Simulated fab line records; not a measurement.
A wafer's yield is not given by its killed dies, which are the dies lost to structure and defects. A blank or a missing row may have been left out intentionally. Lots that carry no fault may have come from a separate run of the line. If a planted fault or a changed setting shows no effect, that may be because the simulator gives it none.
Which tool was responsible? | flow sky130 | 7 lots (21 wafers sampled), 1 step of a 708-step route

## WHAT EACH GAUGE READ, for each wafer
SKY_METAL1_CD_MEAS_15: the cd target is 140 nm.
lot  | measured     | on       | cdNm (nm)
L399 | day 33 06:22 | cdSem-02 | 143.3 141.1 139.9
L401 | day 33 20:31 | cdSem-01 | 139.3 141.8 140.0
L403 | day 35 02:31 | cdSem-02 | 141.1 138.2 140.9
L413 | day 37 18:26 | cdSem-02 | 138.5 139.4 139.8
L416 | day 38 14:15 | cdSem-02 | 141.0 140.2 139.0
L418 | day 39 18:29 | cdSem-02 | 142.6 141.1 142.8
L419 | day 39 22:06 | cdSem-02 | 141.7 140.0 139.9

## EACH LOT AND THE TOOL THAT RAN IT (in order: tool; ch and the chambers of the sampled wafers; start)
The record holds no process step before these readings.

## THE ANSWER, worked out from the rows above alone
Rule: what is usual is taken from the lots themselves. The widest of any qualifying gaps counts: lots, ordered by their means at a reading, are off when they make up no more than a third of the lots, leave a main group of 4 or more, and stand apart from it by 3 or more times the standard deviation of that group's means. Not used: any main group whose means are identical at the precision the tables above print for the reading. A lot without any number at a reading at which 4 lots or more have one is off too. All remaining lots with rows at the step are treated as sound.
No lot is off at any reading shown: from this, nothing can be told.

## WHAT WAS PUT IN BY THE SIMULATOR
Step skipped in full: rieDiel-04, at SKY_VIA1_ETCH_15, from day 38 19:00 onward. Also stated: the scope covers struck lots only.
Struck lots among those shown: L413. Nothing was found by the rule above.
